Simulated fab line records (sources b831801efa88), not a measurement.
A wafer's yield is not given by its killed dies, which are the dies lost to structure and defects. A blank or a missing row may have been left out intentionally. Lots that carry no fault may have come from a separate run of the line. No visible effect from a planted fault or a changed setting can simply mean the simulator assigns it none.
Comparing a struck lot with a sound one + flow gf180mcu + 18 out of 602 route steps
Sound: the wafers L199.1, L199.3, L199.5. Struck: wafer L208.6. (L208.1, L208.4 of the same lot were not struck and are left out.) The cause comes at the end.
For every step that has rows: the tool of each side, followed by ch and its chambers, followed by its first start. Under that, the readings that differ: sound wafers + struck wafers + difference of the means + sigmas: that difference in standard deviations of wafers without a fault.
alike: readings with means less than 2 such deviations apart, plus words and numbers identical on both sides. not compared: withheld readings, readings lacking a value on some wafer, bounds such as >300 that could conceal the same value, and numbers that have no deviation in the record and whose values overlap.
The two part at a step that has a row with sigmas, a row that says differs or no value, or rows on one side only. Numbers that don't overlap but have no deviation are shown without sigmas and don't part them. Lack of a reading on every wafer of one side parts them only where that side has two or more wafers.

first, 2 steps without rows for these wafers: GF_CONTACT_PEB_12 (peb time 90 s); GF_CONTACT_DEVELOP_13 (develop time 60 s).
GF_CONTACT_CD_MEAS_14 targets a cd of 220 nm.
  struck on cd sem-01, day 20 15:11; sound on cd sem-02, day 17 15:50
  alike: cd nm
GF_CONTACT_OVL_MEAS_15:
  struck on overlay-02, day 20 15:19; sound on overlay-02, day 17 15:58
  alike: CONTACT_OVL
GF_CONTACT_ETCH_16: etches BARC in N2/H2.
  sound on rie diel-02 ch 0,1,2, day 17 15:59; struck on rie diel-04 ch 0, day 20 15:20
  alike: drypump motor current A, oes product au, throttle valve pct
GF_CONTACT_ETCH_17: etches SiO2 in C4F8/O2/Ar, stops on CoSi2, target depth 860 nm.
  sound: rie diel-02 ch 0,1,2; struck: rie diel-04 ch 0
  alike: oes product au
GF_CONTACT_STRIP_18: strips in O2/N2.
  sound on plasma asher-01 ch 1, day 17 16:10; struck on plasma asher-04 ch 0, day 20 15:35
  alike: drypump motor current A, heater power w, oes product au, platen temp c
  not compared: rf hours counter h
then, 3 steps without rows for these wafers: GF_CONTACT_CLEAN_19 (cleans in SPM); GF_CONTACT_CLEAN_20 (cleans in DIW); GF_CONTACT_CLEAN_21 (cleans in dHF, time 20 s).
GF_CONTACT_SPUTTER_22: material Ti, target thk 15 nm, time 80.02 s.
  struck on pvd sputter-03, day 20 15:54; sound on pvd sputter-03, day 17 16:27
  alike: throttle valve pct
GF_CONTACT_SPUTTER_23: material TiN, target thk 10 nm, time 40 s.
  struck on pvd sputter-03, day 20 15:58; sound on pvd sputter-03, day 17 16:31
  alike: throttle valve pct
GF_CONTACT_CVD_24: deposits W, target thk 300 nm, time 90.339 s.
  sound on cvd w-01 ch 0,1, day 17 16:33; struck on cvd w-02 ch 1, day 20 16:00
| reading                               | sound             | struck | difference | sigmas |
|---------------------------------------|-------------------|--------|------------|--------|
| model.W_of_CONTACT_CVD_24.thk nm (nm) | 298.3 298.7 299.2 | 394.8  | +96.1      |        |
  alike: heater power w
  not compared: since wet clean h
GF_CONTACT_RS_MEAS_25: a four-point-probe measurement.
  struck on film metro-03, day 20 16:07; sound on film metro-03, day 17 16:39
| reading               | sound             | struck | difference | sigmas |
|-----------------------|-------------------|--------|------------|--------|
| CONTACT_W_RS (ohm/sq) | 0.385 0.383 0.383 | 0.289  | -0.095     | -25    |
GF_CONTACT_THK_MEAS_26: measures by xrf.
  struck on film metro-03, day 20 16:14; sound on film metro-03, day 17 16:46
| reading            | sound       | struck | difference | sigmas |
|--------------------|-------------|--------|------------|--------|
| CONTACT_W_THK (nm) | 315 316 318 | 431    | +115       | +26    |
GF_CONTACT_CMP_27: polishes, stops on SiO2, t overpolish 15 s, target thk 0 nm.
  sound on cmp-02 ch 0,3, day 17 16:50; struck on cmp-02 ch 1, day 20 16:17
| reading                | sound    | struck | difference | sigmas |
|------------------------|----------|--------|------------|--------|
| time to endpoint s (s) | 66 72 71 | 96     | +26        | +8     |
  alike: motor current A
then, 2 steps without rows for these wafers: GF_M1_SPUTTER_00 (material Ti, target thk 37.5 nm, time 150 s); GF_PASSIVATION_PROBE_99.

WHERE THEY PART
First at GF_CONTACT_RS_MEAS_25; last, within this record, at GF_CONTACT_CMP_27.

WHY: what had been put in by the simulator
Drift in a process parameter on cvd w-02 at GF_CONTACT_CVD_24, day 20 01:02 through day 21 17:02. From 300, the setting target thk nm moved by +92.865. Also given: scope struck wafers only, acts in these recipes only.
